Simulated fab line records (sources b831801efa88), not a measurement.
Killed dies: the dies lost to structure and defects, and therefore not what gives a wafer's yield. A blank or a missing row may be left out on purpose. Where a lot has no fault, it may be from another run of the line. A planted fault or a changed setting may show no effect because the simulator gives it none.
The tool behind it: which one? + flow gf180mcu + 11 lots with 33 wafers sampled at 3 steps, on a route of 602 steps

== WHAT EACH GAUGE READ, for each wafer ==
GF_CONTACT_RS_MEAS_25: uses a four-point probe to measure.
| lot  | measured     | on            | CONTACT_W_RS (ohm/sq) |
|------|--------------|---------------|-----------------------|
| L464 | day 16 16:04 | film metro-02 | 0.389 0.386 0.389     |
| L467 | day 17 12:02 | film metro-03 | 0.700 0.699 0.708     |
| L468 | day 17 23:26 | film metro-02 | 0.691 0.686 0.692     |
| L477 | day 21 08:41 | film metro-02 | 0.381 0.377 0.382     |
| L478 | day 21 13:29 | film metro-04 | 0.377 0.378 0.377     |
| L479 | day 22 01:56 | film metro-02 | 0.379 0.381 0.381     |
| L480 | day 22 08:08 | film metro-02 | 0.383 0.381 0.380     |
| L481 | day 22 14:42 | film metro-03 | 0.377 0.371 0.374     |
| L482 | day 23 00:05 | film metro-02 | 0.382 0.382 0.382     |
| L483 | day 23 10:13 | film metro-03 | 0.384 0.384 0.387     |
| L485 | day 24 02:26 | film metro-04 | 0.381 0.387 0.382     |

== WHAT TOOL EACH LOT RAN ON (gives the tool, then ch and the chambers of the sampled wafers, and finally the start) ==
| lot  | GF_VT_IMPLANT_STRIP_31               | GF_CONTACT_CVD_24             |
|------|--------------------------------------|-------------------------------|
| L464 | plasma asher-04 ch 0,1, day 7 04:14  | cvd w-02 ch 1, day 16 15:58   |
| L467 | plasma asher-02 ch 0,1, day 7 22:31  | cvd w-01 ch 0,1, day 17 11:55 |
| L468 | plasma asher-03 ch 1, day 8 05:10    | cvd w-01 ch 0,1, day 17 23:19 |
| L477 | plasma asher-04 ch 0,1, day 10 15:56 | cvd w-01 ch 0,1, day 21 08:34 |
| L478 | plasma asher-02 ch 0,1, day 10 22:41 | cvd w-01 ch 0,1, day 21 13:23 |
| L479 | plasma asher-02 ch 0,1, day 11 06:49 | cvd w-01 ch 0,1, day 22 01:50 |
| L480 | plasma asher-02 ch 0,1, day 11 12:11 | cvd w-01 ch 0,1, day 22 08:02 |
| L481 | plasma asher-02 ch 0,1, day 11 18:17 | cvd w-01 ch 0,1, day 22 14:35 |
| L482 | plasma asher-02 ch 0,1, day 12 01:02 | cvd w-02 ch 0,1, day 22 23:59 |
| L483 | plasma asher-04 ch 0,1, day 12 09:49 | cvd w-02 ch 0,1, day 23 10:07 |
| L485 | plasma asher-02 ch 0,1, day 12 20:58 | cvd w-02 ch 0,1, day 24 02:19 |
- GF_VT_IMPLANT_STRIP_31: strips in O2/N2.
- GF_CONTACT_CVD_24: deposits W, target thk 300 nm, time 90.339 s.

== THE ANSWER, worked out from the rows above alone ==
Rule: the lots themselves supply what counts as usual. The widest of any qualifying gaps counts: lots, ordered by their means at a reading, are off when they make up no more than a third of the lots, leave a main group of 4 or more, and stand apart from it by 3 or more times the standard deviation of that group's means. A main group is skipped when, at the precision printed for the reading in the tables above, its means are all equal. A lot without any number at a reading at which 4 lots or more have one is off too. The other lots that the step has rows for count as sound.
Off: L467, L468, at GF_CONTACT_RS_MEAS_25 (CONTACT_W_RS). Mean 0.381 ohm/sq and standard deviation 0.0039 in the main group.
A tool fits if, at a process step before that reading, it ran every lot that is off, and no sound lot after the first of them. Gauges at GF_CONTACT_RS_MEAS_25: tried the same way as those tools. Of those tried, none fits.

== WHAT THE SIMULATOR HAD INSERTED ==
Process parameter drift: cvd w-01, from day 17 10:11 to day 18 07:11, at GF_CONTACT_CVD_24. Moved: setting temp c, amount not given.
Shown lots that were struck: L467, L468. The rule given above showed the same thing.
